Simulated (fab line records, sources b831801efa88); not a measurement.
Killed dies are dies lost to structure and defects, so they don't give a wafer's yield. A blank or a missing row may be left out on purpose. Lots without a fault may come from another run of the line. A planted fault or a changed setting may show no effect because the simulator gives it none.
Chamber matching | flow sfq_line | SFQ_TRILAYER_I2_VIA_BARC_OPEN_VIA_ETCH_096 on rie_diel-04: 4 sister chambers
The step etches BARC in O2, target depth 125 nm, time 40.49 s. 8 wafers are shown with their chamber, then 9 later ones without.

WAFERS WITH THEIR CHAMBER
wafer  | chamber | drypump_motor_current_A (A) | rf_fwd_power_W (W)
L235.4 | 0       | 6.0                         | 492.1
L238.1 | 0       | 6.0                         | 491.9
L238.5 | 1       | 5.3                         | 496.5
L238.6 | 2       | 6.2                         | 498.1
L239.5 | 2       | 6.2                         | 497.5
L240.1 | 3       | 5.5                         | 492.9
L240.4 | 1       | 5.3                         | 496.5
L240.6 | 3       | 5.6                         | 494.0

WAFERS WITHOUT THEIR CHAMBER
wafer  | drypump_motor_current_A (A) | rf_fwd_power_W (W)
L242.1 | 5.3                         | 495.3
L242.3 | 5.6                         | 493.6
L242.4 | 6.2                         | 496.7
L243.1 | 5.6                         | 495.8
L243.4 | 5.3                         | 496.4
L243.6 | 6.0                         | 493.6
L245.4 | 6.2                         | 495.0
L245.5 | 6.0                         | 491.0
L245.6 | 5.3                         | 498.1

WHICH CHAMBER EACH WENT THROUGH
wafer  | from the rows above | in truth
L242.1 | 1                   | 1
L242.3 | 3                   | 3
L242.4 | 2                   | 2
L243.1 | 3                   | 3
L243.4 | 1                   | 1
L243.6 | 0                   | 0
L245.4 | 2                   | 2
L245.5 | 0                   | 0
L245.6 | 1                   | 1
Placed correctly: 9 of 9. Can't be placed from these rows: 0. Placed wrongly: 0.
How it was worked out, from the rows above alone: a wafer's distance from a chamber is the root of the sum, over the readings, of the square of ((its reading less the chamber's mean) divided by the reading's scatter). The wafer belongs to the nearest chamber; if the next one is less than 2 further off, it can't be placed. A chamber's mean is the mean of its shown wafers. The scatter: the root of (the sum of the squares of (reading less its chamber's mean) over the shown wafers, divided by (wafers less chambers)).
